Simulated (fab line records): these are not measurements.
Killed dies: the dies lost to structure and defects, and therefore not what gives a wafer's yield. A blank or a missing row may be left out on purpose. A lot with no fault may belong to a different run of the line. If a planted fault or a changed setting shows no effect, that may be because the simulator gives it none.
A lot that was struck, set against a sound lot :: flow gf180mcu :: 42 out of 602 route steps
Sound: wafers L549.1, L549.2, L549.6. Wafers struck: L545.2, L545.4, L545.5. Last of all comes the cause.
For every step that has rows: the tool of each side, followed by ch and its chambers, followed by its first start. Under that, the readings that differ: sound wafers :: struck wafers :: difference of the means :: sigmas: that difference in standard deviations of wafers without a fault.
alike: same words and numbers on both sides, and readings whose means sit less than 2 such deviations apart. not compared: any withheld reading, any reading some wafer has no value for, any bound like >300 that may hide the same value, and any number with overlapping values for which the record gives no deviation.
A row with sigmas, a row that says differs or no value, or rows on one side alone: a step with any of these is where the two part. Numbers that have no deviation but don't overlap get no sigmas and don't part them. A reading missing from all wafers of one side parts the sides only when that side holds two or more wafers.

first, 1 step without rows for these wafers: GF_MVSD_IMPLANT_09.
GF_MVSD_STRIP_10: strips in O2/N2.
  sound on plasmaAsher-01 ch 0,1, day 7 11:46; struck on plasmaAsher-03 ch 0,1, day 6 14:46
  alike: drypumpMotorCurrentA, heaterPowerW, n2FlowSccm, oesProductAu, stripTimeToEndpointS
  not compared: rfHoursCounterH
GF_MVSD_TW_MEAS_11:
  struck on filmMetro-02, day 6 14:52; sound on filmMetro-01, day 7 11:52
  alike: MVSD_TW
then, 7 steps without rows for these wafers: GF_MVPSD_DEHYDRATE_00 (time 60 s); GF_MVPSD_HMDS_01 (prime time 60 s); GF_MVPSD_COAT_02 (resist thk 3000 nm); GF_MVPSD_SOFTBAKE_03; GF_MVPSD_EXPOSE_04 (exposes mask MVPSD, target cd 1000 nm); GF_MVPSD_PEB_05; GF_MVPSD_DEVELOP_06 (develop time 60 s).
GF_MVPSD_OVL_MEAS_07:
  struck on overlay-01, day 7 06:25; sound on overlay-02, day 8 03:43
  alike: MVPSD_OVL
after that, 1 step had no rows for these wafers: GF_MVPSD_IMPLANT_08.
GF_MVPSD_IMPLANT_09:
  sound on implanter-04 ch 0, day 8 03:53; struck on implanter-03, day 7 06:38
  no value came back on the struck wafers for beamEnergyKeV, beamOnS (s); on the sound wafers beamEnergyKeV reads 40.009 40.006 40.016
GF_MVPSD_STRIP_10: strips in O2/N2.
  sound on plasmaAsher-03 ch 0,1, day 8 04:02; struck on plasmaAsher-04 ch 0,1, day 7 06:45
  alike: drypumpMotorCurrentA, heaterPowerW, n2FlowSccm, oesProductAu, stripTimeToEndpointS
  not compared: rfHoursCounterH
GF_MVPSD_TW_MEAS_11:
  struck on filmMetro-02, day 7 07:05; sound on filmMetro-01, day 8 04:08
reading: MVPSD_TW
sound: 560.0 560.8 559.3
struck: 530.9 530.5 530.2
difference: -29.5
sigmas: -11
  not compared: hold
then, 6 steps without rows for these wafers: GF_VT_IMPLANT_HMDS_01 (prime time 60 s); GF_VT_IMPLANT_COAT_02 (resist thk 1000 nm); GF_VT_IMPLANT_SOFTBAKE_03 (time 60 s); GF_VT_IMPLANT_EXPOSE_04 (exposes mask LVPWELL LV AREA, target cd 600 nm); GF_VT_IMPLANT_PEB_05; GF_VT_IMPLANT_DEVELOP_06 (develop time 60 s).
GF_VT_IMPLANT_OVL_MEAS_07:
  struck on overlay-01, day 7 22:28; sound on overlay-01, day 8 20:53
  alike: VT_IMPLANT_OVL
after that, 1 step had no rows for these wafers: GF_VT_IMPLANT_IMPLANT_08.
GF_VT_IMPLANT_STRIP_09: strips in O2/N2.
  sound on plasmaAsher-02 ch 0,1, day 8 21:04; struck on plasmaAsher-01 ch 0,1, day 7 22:38
  alike: drypumpMotorCurrentA, heaterPowerW, n2FlowSccm, oesProductAu, stripTimeToEndpointS
  not compared: rfHoursCounterH
GF_VT_IMPLANT_TW_MEAS_10:
  struck on filmMetro-02, day 7 22:45; sound on filmMetro-02, day 8 21:10
  alike: VT_IMPLANT_TW
then, 7 steps without rows for these wafers: GF_VT_IMPLANT_DEHYDRATE_11 (time 60 s); GF_VT_IMPLANT_HMDS_12 (prime time 60 s); GF_VT_IMPLANT_COAT_13 (resist thk 1000 nm); GF_VT_IMPLANT_SOFTBAKE_14 (time 60 s); GF_VT_IMPLANT_EXPOSE_15 (exposes mask Nwell LV AREA, target cd 860 nm); GF_VT_IMPLANT_PEB_16; GF_VT_IMPLANT_DEVELOP_17 (develop time 60 s).
GF_VT_IMPLANT_OVL_MEAS_18:
  struck on overlay-01, day 8 15:16; sound on overlay-02, day 9 14:14
  alike: VT_IMPLANT_01_OVL
after that, 1 step had no rows for these wafers: GF_VT_IMPLANT_IMPLANT_19.
GF_VT_IMPLANT_STRIP_20: strips in O2/N2.
  sound on plasmaAsher-02 ch 0,1, day 9 14:25; struck on plasmaAsher-04 ch 0,1, day 8 15:27
  alike: drypumpMotorCurrentA, heaterPowerW, n2FlowSccm, oesProductAu, stripTimeToEndpointS
  not compared: rfHoursCounterH
GF_VT_IMPLANT_TW_MEAS_21:
  struck on filmMetro-01, day 8 15:34; sound on filmMetro-04, day 9 14:35
  alike: VT_IMPLANT_2_TW
then, 5 steps without rows for these wafers: GF_VT_IMPLANT_DEHYDRATE_22 (time 60 s); GF_VT_IMPLANT_HMDS_23 (prime time 60 s); GF_VT_IMPLANT_COAT_24 (resist thk 1000 nm); GF_VT_IMPLANT_SOFTBAKE_25 (time 60 s); GF_VT_IMPLANT_EXPOSE_26 (exposes mask LVPWELL HV AREA, target cd 860 nm).
GF_VT_IMPLANT_RS_MEAS_49: uses a four-point probe to measure.
  struck on filmMetro-03, day 10 03:28; sound on filmMetro-01, day 11 02:59
reading: MVPSD_RS (ohm/sq)
sound: 1155.7 1154.2 1151.4
struck: 1514.6 1515.2 1511.5
difference: +360.0
sigmas: +99 or more
  not compared: hold

## WHERE THEY PART
First at GF_MVPSD_IMPLANT_09; last, within this record, at GF_VT_IMPLANT_RS_MEAS_49.

WHY: what the simulator had put in
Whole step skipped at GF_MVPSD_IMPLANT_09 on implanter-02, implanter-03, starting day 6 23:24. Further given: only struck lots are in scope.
